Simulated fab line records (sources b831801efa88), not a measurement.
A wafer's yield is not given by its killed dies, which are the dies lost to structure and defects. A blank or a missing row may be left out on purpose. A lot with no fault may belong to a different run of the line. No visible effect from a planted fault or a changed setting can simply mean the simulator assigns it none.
What tool caused it? + flow gf180mcu + 39 wafers from 13 lots sampled at 3 of the route's 602 steps

## WHAT THE GAUGES SHOWED, per wafer
GF_HV_LDD_OVL_MEAS_47. Usual: HV_LDD_03_OVL 0.3 nm, standard deviation 1.5.
| lot  | measured     | on         | HV_LDD_03_OVL (nm) | flag |
|------|--------------|------------|--------------------|------|
| L571 | day 12 10:29 | overlay-01 | -0.1 -1.1 -2.8     |      |
| L572 | day 12 12:47 | overlay-01 | 0.4 0.1 -1.3       |      |
| L573 | day 12 17:41 | overlay-02 | -2.0 0.5 -0.6      |      |
| L574 | day 13 07:02 | overlay-01 | 2.2 4.1 1.6        |      |
| L576 | day 14 00:26 | overlay-02 | -0.1 0.4 1.0       |      |
| L577 | day 14 05:53 | overlay-01 | 0.2 -1.4 1.0       |      |
| L579 | day 15 00:59 | overlay-02 | 0.2 1.4 0.4        |      |
| L580 | day 15 07:43 | overlay-02 | -2.3 0.5 -0.7      |      |
| L581 | day 15 17:59 | overlay-01 | -0.6 0.0 -0.7      |      |
| L583 | day 16 08:08 | overlay-02 | 0.4 1.4 0.3        |      |
| L590 | day 19 10:50 | overlay-01 | 2.0 -0.1 1.4       |      |
| L591 | day 19 13:40 | overlay-01 | -0.2 1.8 0.7       |      |
| L594 | day 20 07:14 | overlay-01 | 0.5 0.9 0.1        |      |

## TOOL THAT RAN EACH LOT (tool first, then ch and the chambers of the sampled wafers, then the start)
| lot  | GF_POLY_GATE_ETCH_12               | GF_HV_LDD_SOFTBAKE_42             |
|------|------------------------------------|-----------------------------------|
| L571 | rie diel-04 ch 0,1,3, day 9 08:07  | litho track-01 ch 0, day 12 00:56 |
| L572 | rie diel-02 ch 0,3, day 9 09:35    | litho track-01 ch 0, day 12 03:08 |
| L573 | rie diel-03 ch 2,3, day 9 15:02    | litho track-04 ch 0, day 12 08:16 |
| L574 | rie diel-04 ch 0,1,3, day 10 00:53 | litho track-02 ch 0, day 12 20:34 |
| L576 | rie diel-02 ch 0,2, day 10 17:38   | litho track-02 ch 0, day 13 14:38 |
| L577 | rie diel-03 ch 2,3, day 10 22:04   | litho track-01 ch 0, day 13 19:37 |
| L579 | rie diel-04 ch 1,3, day 11 15:01   | litho track-02 ch 0, day 14 14:22 |
| L580 | rie diel-03 ch 0,3, day 11 20:43   | litho track-02 ch 0, day 14 21:01 |
| L581 | rie diel-04 ch 0,2,3, day 12 04:16 | litho track-04 ch 0, day 15 07:01 |
| L583 | rie diel-04 ch 0,1,3, day 12 17:34 | litho track-04 ch 0, day 15 20:26 |
| L590 | rie diel-02 ch 0,2,3, day 15 10:41 | litho track-02 ch 0, day 18 22:31 |
| L591 | rie diel-02 ch 0,1,2, day 15 14:26 | litho track-02 ch 0, day 19 01:55 |
| L594 | rie diel-03 ch 0,1, day 16 06:50   | litho track-04 ch 0, day 19 19:31 |
- GF_POLY_GATE_ETCH_12: etches BARC in N2/H2.
- GF_HV_LDD_SOFTBAKE_42: time 60 s.

## AS READ BY THE TOOLS THEMSELVES (means over the sampled wafers that have a number; for cases with no such wafer, the mark the record gives instead)
GF_POLY_GATE_ETCH_12. Usual: drypump motor current A 6.1 A, standard deviation 0.4; oes product au 0.735 a.u., standard deviation 0.0052; rf fwd power W 496.0 W, standard deviation 2.1; throttle valve pct 13.215 %, standard deviation 0.0086.
| lot  | tool        | drypump motor current A (A) | oes product au (a.u.) | rf fwd power W (W) | throttle valve pct (%) | flag |
|------|-------------|-----------------------------|-----------------------|--------------------|------------------------|------|
| L571 | rie diel-04 | 6.4                         | 0.737                 | 497.4              | 13.227                 |      |
| L572 | rie diel-02 | 6.2                         | 0.735                 | 495.6              | 13.219                 |      |
| L573 | rie diel-03 | 5.6                         | 0.736                 | 496.5              | 13.221                 |      |
| L574 | rie diel-04 | 6.3                         | 0.734                 | 496.8              | 13.217                 |      |
| L576 | rie diel-02 | 5.5                         | 0.737                 | 495.0              | 13.220                 |      |
| L577 | rie diel-03 | 5.6                         | 0.735                 | 495.8              | 13.214                 |      |
| L579 | rie diel-04 | 6.4                         | 0.741                 | 496.9              | 13.214                 |      |
| L580 | rie diel-03 | 5.9                         | 0.741                 | 498.0              | 13.215                 |      |
| L581 | rie diel-04 | 6.4                         | 0.741                 | 495.8              | 13.216                 |      |
| L583 | rie diel-04 | 6.4                         | 0.733                 | 497.8              | 13.221                 |      |
| L590 | rie diel-02 | 5.9                         | 0.740                 | 494.7              | 13.227                 |      |
| L591 | rie diel-02 | 5.6                         | 0.729                 | 495.9              | 13.216                 |      |
| L594 | rie diel-03 | 6.1                         | 0.734                 | 494.8              | 13.213                 |      |

GF_HV_LDD_SOFTBAKE_42. Usual: exhaust pa 45.0 Pa, standard deviation 0.96; heater power total W 56.60 W, standard deviation 0.042; run length s 89.02 s, standard deviation 0.25.
| lot  | tool           | exhaust pa (Pa) | heater power total W (W) | run length s (s) | flag |
|------|----------------|-----------------|--------------------------|------------------|------|
| L571 | litho track-01 | 44.7            | 56.59                    | 89.35            |      |
| L572 | litho track-01 | 46.3            | 56.59                    | 89.36            |      |
| L573 | litho track-04 | 44.2            | 56.61                    | 89.06            |      |
| L574 | litho track-02 | 45.7            | 56.61                    | 88.75            |      |
| L576 | litho track-02 | 44.6            | 56.60                    | 88.77            |      |
| L577 | litho track-01 | 44.2            | 56.59                    | 89.46            |      |
| L579 | litho track-02 | 44.8            | 56.62                    | 88.72            |      |
| L580 | litho track-02 | 46.1            | 56.58                    | 88.81            |      |
| L581 | litho track-04 | 44.6            | 56.64                    | 89.08            |      |
| L583 | litho track-04 | 44.6            | 56.60                    | 89.07            |      |
| L590 | litho track-02 | 44.2            | 58.98                    | 82.31            | OFF  |
| L591 | litho track-02 | 45.5            | 58.91                    | 82.29            | OFF  |
| L594 | litho track-04 | 44.5            | 56.58                    | 89.10            |      |

## THE ANSWER, worked out from the rows above alone
Rule: a lot is off if the mean of its wafers that have a number lies more than 3 standard deviations from the usual mean. A lot without any number at a reading at which 4 lots or more have one is off too. The other lots that the step has rows for count as sound. First the gauges in route order, then the tools' own readings, where a lot's mean is used as printed above. The first step at which some lot is off is used, and at that step the reading that is off furthest; a lot without a number counts as furthest.
Off at GF_HV_LDD_SOFTBAKE_42 (heater power total W): L590, L591.
A tool fits if, at that step or a process step before it, it ran every lot that is off, and no sound lot after the first of them. 2 tools fit, rie diel-02 at GF_POLY_GATE_ETCH_12 and litho track-02 at GF_HV_LDD_SOFTBAKE_42, so this cannot tell which one it is.

## WHAT THE SIMULATOR HAD PUT IN
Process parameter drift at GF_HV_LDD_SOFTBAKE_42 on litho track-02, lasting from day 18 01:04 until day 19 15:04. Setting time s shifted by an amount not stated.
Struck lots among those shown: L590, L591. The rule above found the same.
